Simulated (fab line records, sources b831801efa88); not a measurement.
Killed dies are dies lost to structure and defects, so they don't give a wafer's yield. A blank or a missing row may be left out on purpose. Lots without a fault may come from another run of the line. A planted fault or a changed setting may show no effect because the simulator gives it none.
fab line records | flow sky130
record lots=12 wafers=36 last_day=49
route steps=708 shown VT_ADJUST_PCH@152 SONOS_TUNNEL@166 SONOS_ONO@172 PAD_OPEN@708
lots that met no fault: from a run of the same line without faults
start_h: hours from the record's first day to the start of the lot's first wafer shown | wait_h: hours since the lot's step before | " the same as in the row above | L1.1+2: a row that stands for several wafers | - no value, or no start given | * or withheld: withheld | < > ~ a bound
route shown NAME@n: a module of which the file shows steps, and the number in the route of the first | usual: mean/standard deviation of fault-free wafers | same: alike in all rows | chamber/n: place in a boat | sites: the reading at each site | _std_site: their standard deviation | _edge_site: outer sites' mean less inner sites' | radius_mm: how far each site lies from the wafer's centre | mask NAME#n: copy n | behind: the tool/chamber that last shaped the wafer | hold: why the lot was held/for how many hours/how that ended | device: the transistor (n, p or np) that didn't switch | end of line: the same wafers' tests at the end of the route | a step without rows: its recipe alone | killed: dies lost to structure and defects at the first sort, not the wafer's yield | map: a wafer's dies, x killed, . not, _ none there
set.NAME: the setting as run; set.NAME@STEP: as run at that earlier step | model.NAME: the simulator's own value behind a step, which no gauge read
steps of the route over a sample of lots; a table a step, a row a wafer
services: from which hour (start_h, from the record's first day; less than 0 if before it) a tool's chamber was out of use, for how many hours, and why
## steps
# step SKY_VT_ADJUST_PCH_STRIP_09
# recipe chemistry=O2/N2 power_w=1400 pressure_mtorr=1500 platen_temp_c=withheld o2_flow_sccm=3000 n2_flow_sccm=300 overash_fraction=0.5
# usual drypump_motor_current_A=5.6/0.33 oes_product_au=0.722/0.0043 strip_time_to_endpoint_s=36.85/0.088
# columns lot.wafer tool chamber start_h wait_h drypump_motor_current_A oes_product_au rf_hours_counter_h strip_time_to_endpoint_s
L173.2 plasma_asher-02 1 224.55 0.1 6.1 0.720 10 36.87
L173.3 " 0 " " 5.3 0.721 - 36.93
L173.6 " 0 " " 5.3 0.724 - 36.89
L175.1 plasma_asher-02 1 239.08 0.1 6.2 0.722 11 36.85
L175.4 " 0 " " 5.3 0.724 - 36.96
L175.5 " 0 " " 5.2 0.728 - 36.95
L177.1 plasma_asher-03 1 255.85 0.1 5.2 0.730 56 36.89
L177.2 " 0 " " 5.7 0.726 56 36.79
L177.3 " 1 " " 5.3 0.723 - 36.93
L178.4 plasma_asher-02 1 260.66 0.1 6.2 0.721 - 36.76
L178.5 " 1 " " 6.2 0.715 - 36.84
L178.6 " 0 " " 5.3 0.726 - 36.79
L179.1 plasma_asher-01 0 266.98 0.1 5.3 0.715 57 36.83
L179.3 " 0 " " 5.3 0.724 - 36.90
L179.6 " 0 " " 5.4 0.724 - 36.87
L180.3 plasma_asher-02 0 275.56 0.1 5.3 0.719 - 36.77
L180.4 " 1 " " 6.2 0.719 - 36.78
L180.5 " 0 " " 5.3 0.727 - 36.71
L182.1 plasma_asher-01 1 289.68 0.1 5.5 0.723 60 36.93
L182.2 " 0 " " 5.4 0.716 60 36.80
L182.3 " 0 " " 5.3 0.724 - 36.98
L184.3 plasma_asher-02 1 306.56 0.1 6.2 0.720 - 36.84
L184.4 " 0 " " 5.3 0.729 - 36.76
L184.6 " 0 " " 5.3 0.724 - 36.82
L185.3 plasma_asher-01 0 320.53 0.1 5.3 0.726 - 36.74
L185.5 " 1 " " 5.5 0.717 - 36.86
L185.6 " 0 " " 5.3 0.722 - 36.76
L187.1 plasma_asher-03 1 328.78 0.1 5.2 0.729 62 36.78
L187.2 " 0 " " 5.7 0.724 62 36.86
L187.3 " 1 " " 5.2 0.720 - 36.81
L188.1 plasma_asher-03 1 341.08 0.1 5.3 0.721 63 36.92
L188.5 " 1 " " 5.3 0.726 - 36.98
L188.6 " 0 " " 5.7 0.720 - 36.96
L189.2 plasma_asher-03 1 346.78 0.1 5.3 0.721 64 37.01
L189.3 " 1 " " 5.3 0.725 - 36.75
L189.4 " 0 " " 5.7 0.725 - 36.97
# step SKY_SONOS_TUNNEL_TW_MEAS_12
# usual SONOS_TUNNEL_TW=197.3/1
# columns lot.wafer tool chamber start_h wait_h SONOS_TUNNEL_TW
L173.2 film_metro-04 - 247.16 0.0 195.2
L173.3 " - " " 197.0
L173.6 " - " " 195.4
L175.1 film_metro-01 - 262.30 0.0 197.2
L175.4 " - " " 197.4
L175.5 " - " " 198.2
L177.1 film_metro-01 - 281.47 0.0 197.0
L177.2 " - " " 196.4
L177.3 " - " " 197.2
L178.4 film_metro-04 - 286.16 0.0 197.8
L178.5 " - " " 198.2
L178.6 " - " " 197.0
L179.1 film_metro-01 - 292.65 0.0 196.5
L179.3 " - " " 197.7
L179.6 " - " " 197.1
L180.3 film_metro-01 - 301.79 0.0 197.2
L180.4 " - " " 198.1
L180.5 " - " " 197.9
L182.1 film_metro-04 - 316.23 0.0 197.6
L182.2 " - " " 198.1
L182.3 " - " " 197.4
L184.3 film_metro-04 - 333.13 0.0 197.9
L184.4 " - " " 198.9
L184.6 " - " " 197.7
L185.3 film_metro-04 - 347.63 0.0 196.0
L185.5 " - " " 196.4
L185.6 " - " " 197.5
L187.1 film_metro-02 - 356.91 0.0 199.0
L187.2 " - " " 197.2
L187.3 " - " " 198.2
L188.1 film_metro-04 - 368.69 0.0 196.1
L188.5 " - " " 198.0
L188.6 " - " " 195.9
L189.2 film_metro-01 - 375.65 0.0 197.4
L189.3 " - " " 196.8
L189.4 " - " " 196.4
# step SKY_SONOS_ONO_CVD_04
# recipe material=SiO2 precursor=SiH4/N2O target_thk_nm=5.7199 temp_c=900 pressure_mtorr=400
# usual zone_power_centre_pct=20.9/2.4
# columns lot.wafer tool chamber start_h wait_h zone_power_centre_pct
L173.2 lpcvd-03 0 252.12 0.0 23.0
L173.3 " 0 " " 22.7
L173.6 " 0 " " 23.0
L175.1 lpcvd-03 1 266.41 0.1 17.4
L175.4 " 1 " " 17.5
L175.5 " 1 " " 17.7
L177.1 lpcvd-03 0 285.57 0.1 22.2
L177.2 " 0 " " 22.5
L177.3 " 0 " " 22.9
L178.4 lpcvd-03 1 289.95 0.0 17.7
L178.5 " 1 " " 17.5
L178.6 " 1 " " 17.7
L179.1 lpcvd-03 1 296.32 0.1 17.6
L179.3 " 1 " " 17.7
L179.6 " 1 " " 17.8
L180.3 lpcvd-03 0 306.11 0.0 23.1
L180.4 " 0 " " 22.2
L180.5 " 0 " " 22.9
L182.1 lpcvd-03 0 320.94 0.1 22.7
L182.2 " 0 " " 22.8
L182.3 " 0 " " 23.1
L184.3 lpcvd-03 0 337.19 0.0 22.6
L184.4 " 0 " " 22.7
L184.6 " 0 " " 22.5
L185.3 lpcvd-03 1 353.19 0.0 17.4
L185.5 " 1 " " 17.6
L185.6 " 1 " " 17.3
L187.1 lpcvd-03 0 362.18 0.1 22.4
L187.2 " 0 " " 22.8
L187.3 " 0 " " 22.8
L188.1 lpcvd-03 0 372.33 0.1 22.4
L188.5 " 0 " " 22.4
L188.6 " 0 " " 22.7
L189.2 lpcvd-03 0 383.52 0.0 22.6
L189.3 " 0 " " 22.9
L189.4 " 0 " " 22.6
# step SKY_SONOS_ONO_THK_MEAS_05
# recipe reads=SiO2_of_SONOS_ONO_CVD_04
# usual SONOS_ONO_CVD_04_THK=5.72/0.14
# columns lot.wafer tool chamber start_h wait_h SONOS_ONO_CVD_04_THK[nm]
L173.2 film_metro-01 - 253.38 0.0 5.74
L173.3 " - " " 5.76
L173.6 " - " " 5.75
L175.1 film_metro-01 - 267.66 0.0 5.64
L175.4 " - " " 5.70
L175.5 " - " " 5.73
L177.1 film_metro-01 - 286.82 0.0 5.67
L177.2 " - " " 5.74
L177.3 " - " " 5.71
L178.4 film_metro-04 - 291.23 0.0 5.93
L178.5 " - " " 5.89
L178.6 " - " " 6.05
L179.1 film_metro-01 - 297.57 0.0 5.69
L179.3 " - " " 5.73
L179.6 " - " " 5.68
L180.3 film_metro-04 - 307.38 0.0 5.69
L180.4 " - " " 5.76
L180.5 " - " " 5.73
L182.1 film_metro-04 - 322.19 0.0 6.00
L182.2 " - " " 6.07
L182.3 " - " " 5.90
L184.3 film_metro-03 - 338.46 0.0 5.68
L184.4 " - " " 5.55
L184.6 " - " " 5.66
L185.3 film_metro-04 - 354.46 0.0 5.86
L185.5 " - " " 5.83
L185.6 " - " " 5.83
L187.1 film_metro-01 - 363.43 0.0 6.65
L187.2 " - " " 6.69
L187.3 " - " " 6.70
L188.1 film_metro-01 - 373.58 0.0 6.54
L188.5 " - " " 6.52
L188.6 " - " " 6.54
L189.2 film_metro-04 - 384.78 0.0 6.61
L189.3 " - " " 6.69
L189.4 " - " " 6.60
# step SKY_SONOS_ONO_ETCH_15
# recipe target_depth_nm=19.52 chemistry=CHF3/O2 source_w=600 bias_w=200 pressure_mtorr=40 chf3_flow_sccm=50 O2_flow_sccm=5 time_s=7.8
# usual drypump_motor_current_A=5.6/0.47 oes_product_au=0.997/0.0075 rf_fwd_power_W=588.7/2.5 throttle_valve_pct=8.824/0.0092
# columns lot.wafer tool chamber start_h wait_h drypump_motor_current_A oes_product_au rf_fwd_power_W rf_hours_counter_h throttle_valve_pct
L173.2 rie_diel-03 2 277.12 0.0 5.7 0.995 590.6 1 8.818
L173.3 " 0 " " 6.3 1.000 590.5 39 8.816
L173.6 " 0 " " 6.3 1.001 590.6 - 8.818
L175.1 rie_diel-03 3 292.47 0.0 6.0 0.989 588.2 11 8.832
L175.4 " 0 " " 6.3 0.996 591.0 39 8.828
L175.5 " 3 " " 6.0 0.995 591.9 - 8.823
L177.1 rie_diel-02 2 312.00 0.0 6.0 1.003 586.9 5 8.834
L177.2 " 3 " " 5.5 1.002 590.9 13 8.824
L177.3 " 1 " " 5.2 0.996 584.8 3 8.818
L178.4 rie_diel-03 3 317.17 0.0 6.0 0.990 592.8 12 8.828
L178.5 " 3 " " 6.0 0.990 591.3 - 8.826
L178.6 " 0 " " 6.3 1.003 589.8 - 8.832
L179.1 rie_diel-02 2 322.97 0.0 6.0 0.996 587.4 5 8.812
L179.3 " 1 " " 5.2 0.986 587.5 3 8.824
L179.6 " 3 " " 5.5 0.993 586.0 - 8.816
L180.3 rie_diel-03 1 333.60 0.0 6.0 1.003 587.3 1 8.827
L180.4 " 3 " " 5.9 0.999 591.5 12 8.829
L180.5 " 0 " " 6.3 1.007 587.6 - 8.838
L182.1 rie_diel-01 0 349.44 0.0 5.8 0.999 586.4 68 8.829
L182.2 " 1 " " 4.9 0.994 592.0 75 8.811
L182.3 " 3 " " 4.8 0.994 586.4 47 8.815
L184.3 rie_diel-01 0 365.70 0.0 5.8 0.999 589.8 69 8.827
L184.4 " 3 " " 4.8 0.993 585.3 47 8.825
L184.6 " 2 " " 5.1 0.982 588.1 - 8.831
L185.3 rie_diel-02 2 382.08 0.0 6.0 1.001 584.3 6 8.818
L185.5 " 2 " " 6.1 0.997 585.4 - 8.833
L185.6 " 1 " " 5.2 0.998 588.3 - 8.818
L187.1 rie_diel-03 0 391.82 0.0 6.2 1.000 590.4 41 8.840
L187.2 " 1 " " 6.0 0.999 590.3 2 8.821
L187.3 " 3 " " 6.0 0.993 589.3 13 8.831
L188.1 rie_diel-03 0 401.80 0.0 6.2 0.988 590.3 41 8.834
L188.5 " 0 " " 6.2 1.002 591.2 - 8.833
L188.6 " 3 " " 6.0 0.994 590.6 - 8.815
L189.2 rie_diel-03 1 413.68 0.0 6.0 1.002 589.5 2 8.832
L189.3 " 0 " " 6.2 0.992 588.7 42 8.828
L189.4 " 3 " " 6.0 0.997 587.7 14 8.811
# step SKY_PAD_OPEN_PROBE_99
# usual killed_at_M0_to_M3=44/6.3 killed_at_M4_up=3.1/2 killed_at_contacts=24/4.8 killed_at_front_end=15/4.6 killed_at_other=0.2/0.51 killed_dies=87/8.4 killed_open=48/6.4 killed_short=39/5.9
# same gross_dies=492 killed_at_back_side=0
# columns lot.wafer tool chamber start_h wait_h killed_at_M0_to_M3 killed_at_M4_up killed_at_contacts killed_at_front_end killed_at_other killed_dies killed_open killed_short
L178.4 prober-01 - 1102.66 0.2 31 3 24 9 2 69 42 27
L178.5 prober-01 - 1102.71 0.2 42 5 27 17 0 91 52 39
L178.6 prober-01 - 1102.76 0.2 36 4 20 11 1 72 38 34
L180.3 prober-01 - 1113.08 0.2 42 9 29 21 0 101 52 49
L180.4 prober-01 - 1113.13 0.2 40 3 30 12 0 85 41 44
L180.5 prober-01 - 1113.18 0.2 44 7 26 11 0 88 48 40
L184.3 prober-01 - 1140.93 0.2 44 1 15 15 0 75 46 29
L184.4 prober-01 - 1140.98 0.2 43 4 20 8 0 75 39 36
L184.6 prober-01 - 1141.08 0.2 43 3 27 9 1 83 49 34
L185.3 prober-02 - 1146.21 0.2 46 3 17 19 0 85 47 38
L185.5 prober-02 - 1146.31 0.2 48 0 25 21 0 94 55 39
L185.6 prober-02 - 1146.36 0.2 43 1 24 25 0 93 56 37
# killed by level:class
L178.4 VIA1:geometric_particle:open=9 VIA3:geometric_particle:open=6 LI_CONTACT:geometric_particle:open=5 CONTACT:geometric_particle:short=5 LOCAL_INTERCONNECT:geometric_particle:short=5 CONTACT:geometric_particle:open=5 POLY_GATE:geometric_particle:open=4 LOCAL_INTERCONNECT:geometric_particle:open=4
L178.5 LI_CONTACT:geometric_particle:open=10 VIA3:geometric_particle:open=10 CONTACT:geometric_particle:open=9 FIELD_ISO:geometric_particle:open=7 VIA1:geometric_particle:short=6 METAL1:geometric_particle:short=6 VIA1:geometric_particle:open=5 VIA2:geometric_particle:short=4
L178.6 VIA1:geometric_particle:open=9 VIA3:geometric_particle:open=8 LI_CONTACT:geometric_particle:open=5 CONTACT:geometric_particle:short=5 CONTACT:geometric_particle:open=5 FIELD_ISO:geometric_particle:short=4 LOCAL_INTERCONNECT:geometric_particle:short=4 METAL2:geometric_particle:open=4
L180.3 CONTACT:geometric_particle:open=9 VIA1:geometric_particle:open=9 METAL1:geometric_particle:short=8 METAL2:geometric_particle:short=7 LI_CONTACT:geometric_particle:open=7 FIELD_ISO:geometric_particle:open=6 FIELD_ISO:geometric_particle:short=5 CONTACT:geometric_particle:short=5
L180.4 VIA1:geometric_particle:open=9 LOCAL_INTERCONNECT:geometric_particle:short=7 CONTACT:geometric_particle:short=7 CONTACT:geometric_particle:open=7 METAL2:geometric_particle:short=7 LI_CONTACT:geometric_particle:open=6 FIELD_ISO:geometric_particle:open=4 VIA1:geometric_particle:short=4
L180.5 VIA1:geometric_particle:open=13 CONTACT:geometric_particle:open=10 CONTACT:geometric_particle:short=7 METAL1:geometric_particle:short=6 METAL2:geometric_particle:short=5 POLY_GATE:geometric_particle:open=5 VIA2:geometric_particle:open=5 METAL1:geometric_particle:open=5
L184.3 VIA1:geometric_particle:open=14 VIA2:geometric_particle:open=9 LI_CONTACT:geometric_particle:short=5 METAL1:geometric_particle:short=5 FIELD_ISO:geometric_particle:open=4 FIELD_ISO:geometric_particle:short=4 LOCAL_INTERCONNECT:geometric_particle:short=4 VIA3:geometric_particle:open=4
L184.4 VIA2:geometric_particle:open=9 CONTACT:geometric_particle:open=9 METAL1:geometric_particle:short=6 VIA1:geometric_particle:open=6 VIA1:geometric_particle:short=6 LOCAL_INTERCONNECT:geometric_particle:short=5 METAL2:geometric_particle:short=5 LI_CONTACT:geometric_particle:open=4
L184.6 CONTACT:geometric_particle:open=11 VIA1:geometric_particle:open=10 LI_CONTACT:geometric_particle:open=7 VIA2:geometric_particle:open=6 VIA1:geometric_particle:short=5 LI_CONTACT:geometric_particle:short=4 METAL2:geometric_particle:short=4 VIA3:geometric_particle:short=4
L185.3 VIA1:geometric_particle:open=9 VIA3:geometric_particle:open=8 LI_CONTACT:geometric_particle:open=6 CONTACT:geometric_particle:open=6 METAL1:geometric_particle:short=6 VIA2:geometric_particle:open=6 FIELD_ISO:geometric_particle:short=5 POLY_GATE:geometric_particle:open=4
L185.5 VIA1:geometric_particle:open=13 VIA2:geometric_particle:open=10 CONTACT:geometric_particle:open=9 METAL2:geometric_particle:short=8 VIA1:geometric_particle:short=7 LI_CONTACT:geometric_particle:short=6 FIELD_ISO:geometric_particle:short=5 POLY_GATE:geometric_particle:open=5
L185.6 VIA1:geometric_particle:open=10 LI_CONTACT:geometric_particle:open=8 CONTACT:geometric_particle:open=8 VIA2:geometric_particle:open=7 FIELD_ISO:geometric_particle:open=6 VIA3:geometric_particle:open=6 VIA3:geometric_particle:short=6 POLY_GATE:geometric_particle:short=5
## services
# columns tool chamber start_h hours kind
rie_diel-03 2 213.77 4.7 repair
rie_diel-03 1 217.05 4.6 repair
rie_diel-03 2 221.66 - clean
rie_diel-03 2 221.66 17.8 scheduled_down
rie_diel-03 2 221.66 17.8 vent_cycle
lpcvd-03 - 227.04 6.1 pm
rie_diel-01 - 244.17 0.3 repair
rie_diel-03 1 258.15 - clean
rie_diel-03 1 258.15 19.6 scheduled_down
rie_diel-03 1 258.15 19.6 vent_cycle
plasma_asher-03 - 258.69 12.5 repair
rie_diel-03 2 293.90 5.2 repair
plasma_asher-02 - 303.91 1.5 repair
rie_diel-01 2 337.33 - clean
rie_diel-01 2 337.33 17.4 scheduled_down
rie_diel-01 2 337.33 17.4 vent_cycle
rie_diel-01 2 358.42 2.8 repair
rie_diel-03 2 377.92 6.8 repair
## key
first_sign step=SKY_SONOS_ONO_THK_MEAS_05 reading=SONOS_ONO_CVD_04_THK direction=up sigmas=6.3 usual=5.72 struck=6.61
effect none on later readings
met_at SKY_SONOS_ONO_CVD_04
struck_lots L187,L188,L189
tester_left_out L187,L188,L189
not_acting_at SKY_VT_ADJUST_PCH_STRIP_09,SKY_SONOS_TUNNEL_TW_MEAS_12,SKY_SONOS_ONO_ETCH_15
onset_between 353.19 362.18
also_fits time
fault kind=process_parameter_drift tool=lpcvd-03 chamber=- onset_h=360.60 steps=SKY_SONOS_ONO_CVD_04 channel=target_thk_nm offset=0.90601 shape=step end_h=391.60 stated=5.7199
# tester_left_out: of these lots the tester's yield and bins aren't shown, on N5 and GAA mostly nor the transistor test; their killed dies are dies lost to structure and defects alone, not to doping, threshold or leakage, so they don't give the yield
